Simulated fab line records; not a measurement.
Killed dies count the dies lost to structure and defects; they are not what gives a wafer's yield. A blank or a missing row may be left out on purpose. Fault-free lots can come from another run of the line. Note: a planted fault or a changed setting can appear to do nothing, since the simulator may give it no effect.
One fault through the eyes of 2 desks | flow gf180mcu | only its own numbers are on each desk; what lay behind them is given at the end

## FOR THE TOOL OWNER'S DESK: litho_track-03
The tool's own readings at GF_POLY_GATE_SOFTBAKE_06 (time 60 s): means of the sampled wafers that have a number, for each lot that ran on this tool. The brackets show how far a lot's mean lies from the usual mean; more than 4 standard deviations puts the lot out of limits, marked OUT.
Columns: A = heater_power_total_W at GF_POLY_GATE_SOFTBAKE_06, usual 92.20 W; B = resist_line_temp_C at GF_POLY_GATE_SOFTBAKE_06, usual 23.00 C; C = run_length_s at GF_POLY_GATE_SOFTBAKE_06, usual 89.25 s
lot  | first seen here | A     | B     | C
L259 | day 8 14:00     | 92.15 | 23.18 | 89.39
L261 | day 9 08:00     | 92.24 | 22.90 | 89.35
L265 | day 10 08:00    | 92.16 | 23.14 | 89.32
L266 | day 10 23:00    | 92.27 | 23.00 | 89.40
L267 | day 11 01:00    | 92.23 | 22.98 | 102.62 (+64) OUT
L268 | day 11 08:00    | 92.14 | 22.93 | 102.55 (+63) OUT
L279 | day 14 14:00    | 92.23 | 23.11 | 89.47
Finding of this desk: L267, L268 out of limits; the first was L267 at day 11 01:00, on run_length_s at GF_POLY_GATE_SOFTBAKE_06. Within limits: L259, L261, L265, L266, L279.

## FROM THE METROLOGY DESK
Means of the sampled wafers that have a number, per lot and without regard to the tool the lot ran on: this is what the gauges read. The brackets show how far a lot's mean lies from the usual mean; more than 4 standard deviations puts the lot out of limits, marked OUT.
Columns: A = MVPSD_OVL at GF_MVPSD_OVL_MEAS_07, usual 0.0 nm
lot  | first seen here | A
L259 | day 4 18:24     | 1.8
L261 | day 5 11:33     | 0.6
L263 | day 5 23:41     | 0.5
L264 | day 6 05:54     | -1.2
L265 | day 6 08:03     | 0.1
L266 | day 6 21:27     | 0.1
L267 | day 6 23:30     | -0.8
L268 | day 7 06:11     | 0.1
L277 | day 9 11:13     | -0.1
L278 | day 9 21:03     | 1.2
L279 | day 9 21:03     | 0.0
L280 | day 10 03:41    | -0.7
L281 | day 10 12:41    | 1.1
This desk's verdict: no lot among the 13 shows anything out of limits.

## ALL TOGETHER
At day 11 01:00, on L267, L268, the tool owner's desk was in a position to raise an alarm.
The metrology desk saw nothing out of limits.
The metrology desk has L267, L268 on record, within its limits.
GF_POLY_GATE_SOFTBAKE_06 was run on litho_track-03 by each of the lots named.

## WHAT HAD BEEN PUT IN BY THE SIMULATOR
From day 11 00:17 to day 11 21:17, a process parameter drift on litho_track-03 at GF_POLY_GATE_SOFTBAKE_06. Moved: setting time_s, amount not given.
Lots struck among those shown: L267, L268.
How many hours passed from the start of the fault until each desk's first out-of-limits reading: the tool owner's desk, 1.
